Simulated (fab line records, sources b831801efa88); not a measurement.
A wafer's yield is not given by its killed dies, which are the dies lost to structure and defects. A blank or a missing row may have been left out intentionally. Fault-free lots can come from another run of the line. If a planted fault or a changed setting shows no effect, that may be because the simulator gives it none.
Chamber matching || flow sfqLine || rieDiel-01 running SFQ_TRILAYER_I4_VIA_ETCH_VIA_ETCH_106: 4 sister chambers
The step etches SiO2 in CHF3, stops on Nb, target depth 260 nm. 8 wafers are shown with their chamber, then 8 later ones without.

== WAFERS PAIRED WITH THEIR CHAMBERS ==
{"wafer": "L996.1", "chamber": 2, "drypumpMotorCurrentA (A)": 6.06, "rfFwdPowerW (W)": 499.8}
{"wafer": "L998.5", "chamber": 0, "drypumpMotorCurrentA (A)": 5.40, "rfFwdPowerW (W)": 500.4}
{"wafer": "L101.2", "chamber": 1, "drypumpMotorCurrentA (A)": 5.27, "rfFwdPowerW (W)": 499.9}
{"wafer": "L101.6", "chamber": 1, "drypumpMotorCurrentA (A)": 5.26, "rfFwdPowerW (W)": 501.0}
{"wafer": "L104.3", "chamber": 0, "drypumpMotorCurrentA (A)": 5.39, "rfFwdPowerW (W)": 495.5}
{"wafer": "L104.4", "chamber": 3, "drypumpMotorCurrentA (A)": 5.67, "rfFwdPowerW (W)": 499.5}
{"wafer": "L104.5", "chamber": 3, "drypumpMotorCurrentA (A)": 5.66, "rfFwdPowerW (W)": 498.7}
{"wafer": "L106.1", "chamber": 2, "drypumpMotorCurrentA (A)": 6.00, "rfFwdPowerW (W)": 502.4}

== WAFERS WHOSE CHAMBER IS MISSING ==
{"wafer": "L106.2", "drypumpMotorCurrentA (A)": 5.66, "rfFwdPowerW (W)": 498.7}
{"wafer": "L106.6", "drypumpMotorCurrentA (A)": 6.01, "rfFwdPowerW (W)": 499.2}
{"wafer": "L113.1", "drypumpMotorCurrentA (A)": 5.67, "rfFwdPowerW (W)": 496.5}
{"wafer": "L113.2", "drypumpMotorCurrentA (A)": 5.32, "rfFwdPowerW (W)": 500.4}
{"wafer": "L113.5", "drypumpMotorCurrentA (A)": 5.37, "rfFwdPowerW (W)": 498.0}
{"wafer": "L117.1", "drypumpMotorCurrentA (A)": 5.66, "rfFwdPowerW (W)": 496.9}
{"wafer": "L117.3", "drypumpMotorCurrentA (A)": 6.06, "rfFwdPowerW (W)": 498.2}
{"wafer": "L117.6", "drypumpMotorCurrentA (A)": 5.67, "rfFwdPowerW (W)": 497.4}

== WHICH CHAMBER EACH WENT THROUGH ==
{"wafer": "L106.2", "from the rows above": 3, "in truth": 3}
{"wafer": "L106.6", "from the rows above": 2, "in truth": 2}
{"wafer": "L113.1", "from the rows above": 3, "in truth": 3}
{"wafer": "L113.2", "from the rows above": "can't be placed: 1 or 0", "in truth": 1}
{"wafer": "L113.5", "from the rows above": 0, "in truth": 0}
{"wafer": "L117.1", "from the rows above": 3, "in truth": 3}
{"wafer": "L117.3", "from the rows above": 2, "in truth": 2}
{"wafer": "L117.6", "from the rows above": 3, "in truth": 3}
Placed correctly: 7 of 8. These rows do not allow placing 1 (true chamber among the candidates in 1). Wrongly placed: 0.
How it was worked out, from the rows above alone: a wafer's distance from a chamber is the root of the sum, over the readings, of the square of ((its reading less the chamber's mean) divided by the reading's scatter). The wafer belongs to the nearest chamber; if the next one is less than 2 further off, it can't be placed. The mean given for a chamber averages the wafers shown for that chamber. How the scatter is found: for the shown wafers, subtract from each reading the mean of its chamber, square and add these, divide the total by (wafers less chambers), then take the root.
